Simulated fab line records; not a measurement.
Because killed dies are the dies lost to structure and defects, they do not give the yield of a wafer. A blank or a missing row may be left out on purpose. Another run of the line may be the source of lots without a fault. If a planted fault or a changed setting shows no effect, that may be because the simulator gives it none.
2 desks looking at one fault -- flow sky130 -- every desk sees just its own numbers, and what lay behind them comes last

METROLOGY DESK
What the gauges read for every lot (on any tool): the sampled wafers with a number, averaged. Any lot whose mean is over 4 standard deviations away from the usual mean is out of limits and marked OUT; that distance is given in the brackets.
Columns: A = VIA3_OVL at SKY_VIA3_OVL_MEAS_13, usual -2 nm; B = CAP2M_TIN_THK at SKY_CAP2M_THK_MEAS_04, usual 196.2 nm
lot,first seen here,A,B
L263,day 40 11:54,-5,192.9
L264,day 40 17:26,-10,195.7
L265,day 40 20:42,-3,192.6
L267,day 41 13:47,0,197.3
L269,day 42 01:45,-9,195.5
L275,day 43 16:24,-7,192.9
L278,day 44 12:44,-2,196.4
L279,day 44 17:50,4,199.3
L281,day 45 01:21,-3,194.8
L282,day 45 07:53,-4,194.3
L283,day 45 13:41,3,196.2
L285,day 46 01:18,4,194.3
This desk's finding: nothing out of limits on any of the 12 lots.

DESK OF THE TOOL OWNER: cmp-02
The tool's own readings at SKY_VIA3_CMP_24 (polishes, stops on SiO2, t overpolish 20 s, target thk 0 nm): means of the sampled wafers that have a number, for each lot that ran on this tool. Any lot whose mean is over 4 standard deviations away from the usual mean is out of limits and marked OUT; that distance is given in the brackets.
Columns: A = motorCurrentA at SKY_VIA3_CMP_24, usual 11.1 A; B = overpolishRunS at SKY_VIA3_CMP_24, usual 20.000 s; C = platenRpm at SKY_VIA3_CMP_24, usual 60.00 rpm; D = retainingRingPressureFrac at SKY_VIA3_CMP_24, usual 0.999; E = slurryFilterDpKPa at SKY_VIA3_CMP_24, usual 13.49 kPa; F = timeToEndpointS at SKY_VIA3_CMP_24, usual 95 s
lot,first seen here,A,B,C,D,E,F
L264,day 40 18:32,9.9,19.997,59.99,0.999,13.55,96
L265,day 40 21:53,10.2,19.999,60.00,1.000,13.49,96
L267,day 41 14:58,10.3,13.346 (-99 or more) OUT,60.00,0.998,13.50,111 (+4.9) OUT
L279,day 44 18:55,9.9,20.000,60.00,0.998,13.51,94
L282,day 45 08:59,11.3,20.015,59.99,1.002,13.51,95
L285,day 46 02:26,9.7,20.003,60.01,0.996,13.51,97
This desk's finding: out of limits on L267; first on L267, day 41 14:58 (overpolishRunS at SKY_VIA3_CMP_24). Within limits: L264, L265, L279, L282, L285.

PUT TOGETHER
The tool owner's desk had the chance to raise an alarm at day 41 14:58 on L267.
The metrology desk saw nothing out of limits.
The metrology desk holds a record of L267, inside its limits.
Every lot named ran SKY_VIA3_CMP_24 on cmp-02.

WHAT THE SIMULATOR HAD PUT IN
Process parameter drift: cmp-02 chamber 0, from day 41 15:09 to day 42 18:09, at SKY_VIA3_CMP_24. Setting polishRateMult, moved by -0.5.
Lots struck among those shown: L267.
